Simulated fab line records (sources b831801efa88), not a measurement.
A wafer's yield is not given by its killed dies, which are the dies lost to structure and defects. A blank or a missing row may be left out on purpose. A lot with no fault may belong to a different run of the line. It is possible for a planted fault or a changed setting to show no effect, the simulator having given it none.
Which tool did it? / flow gf180mcu / at 1 step of a route of 602, 12 lots with 36 wafers sampled

== WHAT THE GAUGES READ, wafer by wafer ==
GF_M1_THK_MEAS_06: measures by xrf.
lot=L075; measured=day 16 16:59; on=film-metro-03; M1_ALCU_THK (nm)=449 455 450
lot=L077; measured=day 17 06:17; on=film-metro-01; M1_ALCU_THK (nm)=451 448 448
lot=L079; measured=day 17 22:31; on=film-metro-02; M1_ALCU_THK (nm)=451 439 442
lot=L081; measured=day 18 12:52; on=film-metro-01; M1_ALCU_THK (nm)=448 462 452
lot=L083; measured=day 19 10:35; on=film-metro-02; M1_ALCU_THK (nm)=460 452 454
lot=L085; measured=day 20 05:26; on=film-metro-03; M1_ALCU_THK (nm)=448 458 458
lot=L087; measured=day 21 01:29; on=film-metro-02; M1_ALCU_THK (nm)=459 461 459
lot=L089; measured=day 21 18:05; on=film-metro-02; M1_ALCU_THK (nm)=445 449 449
lot=L091; measured=day 22 09:24; on=film-metro-03; M1_ALCU_THK (nm)=453 453 453
lot=L093; measured=day 23 02:59; on=film-metro-03; M1_ALCU_THK (nm)=454 456 449
lot=L095; measured=day 23 20:26; on=film-metro-03; M1_ALCU_THK (nm)=448 456 451
lot=L097; measured=day 24 07:48; on=film-metro-02; M1_ALCU_THK (nm)=448 456 446

== WHICH TOOL RAN EACH LOT (tool, then ch and the chambers of the sampled wafers, then the start) ==
The record shows no process step preceding these readings.

== THE ANSWER, worked out from the rows above alone ==
Rule: what is usual is taken from the lots themselves. The widest of any qualifying gaps counts: lots, ordered by their means at a reading, are off when they make up no more than a third of the lots, leave a main group of 4 or more, and stand apart from it by 3 or more times the standard deviation of that group's means. Not used: any main group whose means are identical at the precision the tables above print for the reading. A lot without any number at a reading at which 4 lots or more have one is off too. Any other lot the step has rows for is counted as sound.
No lot is off on any of the readings shown, so nothing can be concluded from this.

== WHAT HAD BEEN PUT IN BY THE SIMULATOR ==
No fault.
